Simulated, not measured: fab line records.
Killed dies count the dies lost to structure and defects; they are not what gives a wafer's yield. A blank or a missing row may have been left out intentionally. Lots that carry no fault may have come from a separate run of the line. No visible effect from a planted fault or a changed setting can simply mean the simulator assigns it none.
fab line records | flow sky130
record: lots: 6 wafers: 18 lastDay: 50
route steps=708 shown POLY_GATE@235 LDD_N@237
lots that met no fault: from a run of the same line without faults
startH: start of the lot's first displayed wafer, in hours after the record's first day | waitH: hours since the lot's step before | " identical to the entry in the row above | L1.1+2: one row covering several wafers at once | - value missing, or start not given | * or withheld: withheld | < > ~ a bound
route shown NAME@n: names a module that has steps shown in the file, with the first one's number in the route | usual: mean/standard deviation of fault-free wafers | same: alike in all rows | chamber/n: place in a boat | sites: per-site readings | _std_site: the values' standard deviation | _edge_site: the outer-site mean with the inner-site mean subtracted | radiusMm: for every site, how far away it sits from the centre of the wafer | mask NAME#n: copy n | behind: the last tool/chamber to shape the wafer | hold: why the lot went on hold/how many hours it stayed there/how the hold came to an end | device: names the non-switching transistor (n, p or np) | end of line: tests of these same wafers at the route's end | a step without rows: its recipe alone | killed: dies that structure and defects cost at the first sort, which is not the same as the wafer's yield | map: a wafer's dies, x killed, . not, _ none there
set.NAME: the setting as run; set.NAME@STEP: as run at that earlier step | model.NAME: the simulator's own value behind a step, which no gauge read
a table for each step, a row for each wafer; lots at some steps of the route
services: when a tool's chamber went out of use (startH, in hours from the record's first day, below 0 if earlier), for how many hours, and the reason
== steps ==
step: SKY_POLY_GATE_THK_MEAS_21
recipe: reads: SiO2_of_POLY_GATE_OXIDATION_20
usual: POLY_GATE_OXIDATION_THK: 4.02/0.068
columns lot.wafer tool chamber startH waitH POLY_GATE_OXIDATION_THK[nm]
L912.2 filmMetro-02 - 430.95 0.0 4.07
L912.3 " - " " 4.05
L912.5 " - " " 4.15
L915.1 filmMetro-02 - 446.42 0.0 4.03
L915.3 " - " " 4.10
L915.4 " - " " 4.07
L923.1 filmMetro-04 - 508.73 0.0 4.04
L923.4 " - " " 4.07
L923.6 " - " " 4.12
L924.2 filmMetro-02 - 513.98 0.0 4.13
L924.4 " - " " 4.00
L924.5 " - " " 4.06
L927.1 filmMetro-04 - 538.08 0.0 3.90
L927.4 " - " " 3.92
L927.6 " - " " 3.97
L928.2 filmMetro-04 - 552.66 0.0 4.09
L928.4 " - " " 4.13
L928.5 " - " " 4.10
step: SKY_POLY_GATE_CD_MEAS_22
usual: cdNm: 150/3
columns lot.wafer tool chamber startH waitH cdNm
L912.2 cdSem-01 - 431.03 0.1 152
L912.3 " - " " 154
L912.5 " - " " 150
L915.1 cdSem-02 - 446.48 0.1 151
L915.3 " - " " 149
L915.4 " - " " 152
L923.1 cdSem-01 - 508.79 0.1 151
L923.4 " - " " 150
L923.6 " - " " 147
L924.2 cdSem-01 - 514.06 0.1 150
L924.4 " - " " 150
L924.5 " - " " 150
L927.1 cdSem-01 - 538.14 0.1 152
L927.4 " - " " 155
L927.6 " - " " 155
L928.2 cdSem-02 - 552.74 0.1 153
L928.4 " - " " 152
L928.5 " - " " 154
step: SKY_LDD_N_DEHYDRATE_00
recipe: tempC: 200 timeS: 60
step: SKY_LDD_N_HMDS_01
recipe: primeTimeS: 60 primeTempC: 120
step: SKY_LDD_N_COAT_02
recipe: resist: NOVOLAK spinRpm: 3000 resistThkNm: 300
step: SKY_LDD_N_SOFTBAKE_03
recipe: tempC: 90 timeS: 60 resist: NOVOLAK
step: SKY_LDD_N_EXPOSE_04
recipe: maskId: NTM targetCdNm: 840 na: 0.6 sourceShape: conventional sigmaOuter: 0.6 doseMj: 110
step: SKY_LDD_N_PEB_05
recipe: tempC: withheld timeS: * resist: NOVOLAK
step: SKY_LDD_N_DEVELOP_06
recipe: developTimeS: 60 devTempC: 23
step: SKY_LDD_N_OVL_MEAS_07
usual: LDD_N_OVL: 0.6/1.2
columns lot.wafer tool chamber startH waitH LDD_N_OVL[nm]
L912.2 overlay-01 - 462.29 0.1 1.4
L912.3 " - " " 1.5
L912.5 " - " " 1.9
L915.1 overlay-01 - 477.37 0.1 -2.6
L915.3 " - " " 0.6
L915.4 " - " " 1.4
L923.1 overlay-01 - 538.42 0.1 0.9
L923.4 " - " " 1.2
L923.6 " - " " 0.9
L924.2 overlay-01 - 543.42 0.1 0.9
L924.4 " - " " 0.5
L924.5 " - " " 0.1
L927.1 overlay-02 - 568.41 0.1 1.6
L927.4 " - " " 0.1
L927.6 " - " " 0.2
L928.2 overlay-01 - 582.82 0.1 0.3
L928.4 " - " " 0.4
L928.5 " - " " 0.9
step: SKY_LDD_N_IMPLANT_08
recipe: species: As energyKev: 20 doseCm2: 7.5e+13 tiltDeg: withheld rotationDeg: 23
step: SKY_LDD_N_IMPLANT_09
recipe: species: As energyKev: 20 doseCm2: 7.5e+13 tiltDeg: withheld rotationDeg: 113
step: SKY_LDD_N_IMPLANT_10
recipe: species: As energyKev: 20 doseCm2: 7.5e+13 tiltDeg: withheld rotationDeg: 203
usual: beamEnergyKeV: 20.000/0.0068 beamOnS: 10.01/0.22
columns lot.wafer tool chamber startH waitH beamEnergyKeV beamOnS
L912.2 implanter-03 0 462.64 0.1 19.998 10.03
L912.3 " 0 " " 20.010 9.94
L912.5 " 0 " " 20.012 9.96
L915.1 implanter-03 0 477.71 0.1 19.997 10.13
L915.3 " 0 " " 19.997 10.07
L915.4 " 0 " " 20.000 10.15
L923.1 implanter-03 - 538.75 0.1 - -
L923.4 " - " " - -
L923.6 " - " " - -
L924.2 implanter-01 - 544.07 0.1 - -
L924.4 " - " " - -
L924.5 " - " " - -
L927.1 implanter-04 0 568.75 0.1 19.991 10.23
L927.4 " 0 " " 19.998 10.03
L927.6 " 0 " " 19.996 9.86
L928.2 implanter-01 0 583.18 0.1 19.998 10.17
L928.4 " 0 " " 19.993 10.07
L928.5 " 0 " " 19.990 10.22
step: SKY_LDD_N_IMPLANT_11
recipe: species: As energyKev: 20 doseCm2: 7.5e+13 tiltDeg: withheld rotationDeg: 293
step: SKY_LDD_N_IMPLANT_12
recipe: species: BF2 energyKev: 50 doseCm2: 5e+12 tiltDeg: 30 rotationDeg: 0
step: SKY_LDD_N_IMPLANT_13
recipe: species: BF2 energyKev: 50 doseCm2: 5e+12 tiltDeg: 30 rotationDeg: 90
step: SKY_LDD_N_IMPLANT_14
recipe: species: BF2 energyKev: 50 doseCm2: 5e+12 tiltDeg: 30 rotationDeg: 180
step: SKY_LDD_N_IMPLANT_15
recipe: species: BF2 energyKev: 50 doseCm2: 5e+12 tiltDeg: 30 rotationDeg: 270
step: SKY_LDD_N_STRIP_16
recipe: chemistry: O2/N2 powerW: 1400 pressureMtorr: 1500 platenTempC: withheld o2FlowSccm: 3000 n2FlowSccm: 300 overashFraction: 0.5
usual: drypumpMotorCurrentA: 5.6/0.32 n2FlowSccm: 300.1/0.81 oesProductAu: 0.407/0.0044 stripTimeToEndpointS: 4.319/0.016
columns lot.wafer tool chamber startH waitH drypumpMotorCurrentA n2FlowSccm oesProductAu rfHoursCounterH stripTimeToEndpointS
L912.2 plasmaAsher-04 0 463.52 0.1 5.4 299.8 0.409 78 4.309
L912.3 " 1 " " 5.9 299.3 0.408 - 4.303
L912.5 " 0 " " 5.4 300.2 0.405 - 4.305
L915.1 plasmaAsher-03 1 478.62 0.1 5.9 300.0 0.406 70 4.324
L915.3 " 0 " " 5.1 298.6 0.402 - 4.323
L915.4 " 1 " " 5.9 300.0 0.404 - 4.312
L923.1 plasmaAsher-02 1 539.65 0.1 6.0 300.9 0.402 12 4.155
L923.4 " 0 " " 5.4 300.6 0.402 - 4.149
L923.6 " 1 " " 6.0 300.2 0.407 - 4.152
L924.2 plasmaAsher-04 0 544.95 0.1 5.4 298.6 0.409 87 4.131
L924.4 " 0 " " 5.4 299.2 0.404 - 4.148
L924.5 " 1 " " 5.9 300.1 0.397 - 4.159
L927.1 plasmaAsher-04 1 569.65 0.1 5.9 299.9 0.411 89 4.333
L927.4 " 1 " " 5.9 298.7 0.402 - 4.312
L927.6 " 0 " " 5.4 300.7 0.405 - 4.317
L928.2 plasmaAsher-03 1 584.05 0.1 5.9 300.1 0.409 82 4.301
L928.4 " 0 " " 5.1 301.6 0.408 - 4.313
L928.5 " 1 " " 5.9 300.5 0.398 - 4.304
step: SKY_LDD_N_TW_MEAS_17
usual: LDD_N_TW: 2563/22
columns lot.wafer tool chamber startH waitH LDD_N_TW
L912.2 filmMetro-03 - 463.63 0.1 2548
L912.3 " - " " 2544
L912.5 " - " " 2544
L915.1 filmMetro-01 - 478.72 0.1 2603
L915.3 " - " " 2605
L915.4 " - " " 2589
L923.1 filmMetro-02 - 539.75 0.1 2427
L923.4 " - " " 2433
L923.6 " - " " 2416
L924.2 filmMetro-03 - 545.06 0.1 2413
L924.4 " - " " 2405
L924.5 " - " " 2414
L927.1 filmMetro-03 - 569.75 0.1 2533
L927.4 " - " " 2528
L927.6 " - " " 2539
L928.2 filmMetro-03 - 584.16 0.1 2549
L928.4 " - " " 2548
L928.5 " - " " 2559
== services ==
columns tool chamber startH hours kind
implanter-01 - 490.63 4.2 repair
implanter-03 - 502.11 3.4 repair
implanter-03 - 535.33 1.1 repair
plasmaAsher-02 - 541.07 0.7 repair
implanter-03 - 553.65 0.6 repair
plasmaAsher-02 - 559.16 28.1 pm
implanter-04 - 583.46 4.0 pm
== key ==
firstSign: step: SKY_LDD_N_IMPLANT_10 reading: toolRecord direction: missing
effect: step: SKY_LDD_N_STRIP_16 reading: stripTimeToEndpointS direction: down sigmas: 11 usual: * struck: *
effect: step: SKY_LDD_N_TW_MEAS_17 reading: LDD_N_TW direction: down sigmas: 6.6 usual: 2563 struck: 2418
metAt SKY_LDD_N_IMPLANT_10
struckWafers L923.1,L923.4,L923.6,L924.2,L924.4,L924.5
laterRowsLeftOut L923.1,L923.4,L923.6,L924.2,L924.4,L924.5
sortLeftOut L923.1,L923.4,L923.6,L924.2,L924.4,L924.5
testerLeftOut L923,L924
onsetBetween 477.71 538.75
fault: kind: skippedStepWhole tool: implanter-01,implanter-03 chamber: - onsetH: 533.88 steps: SKY_LDD_N_IMPLANT_10 scope: struckLotsOnly
testerLeftOut: of these lots the tester's yield and bins aren't shown, on N5 and GAA mostly nor the transistor test; their killed dies are dies lost to structure and defects alone, not to doping, threshold or leakage, so they don't give the yield
sortLeftOut: the simulated sort isn't trusted on such a fault, so these wafers' sort isn't shown, and their yield isn't known
laterRowsLeftOut: the simulator's readings of these wafers behind a module that went badly wrong aren't trusted and aren't shown, but for the sort
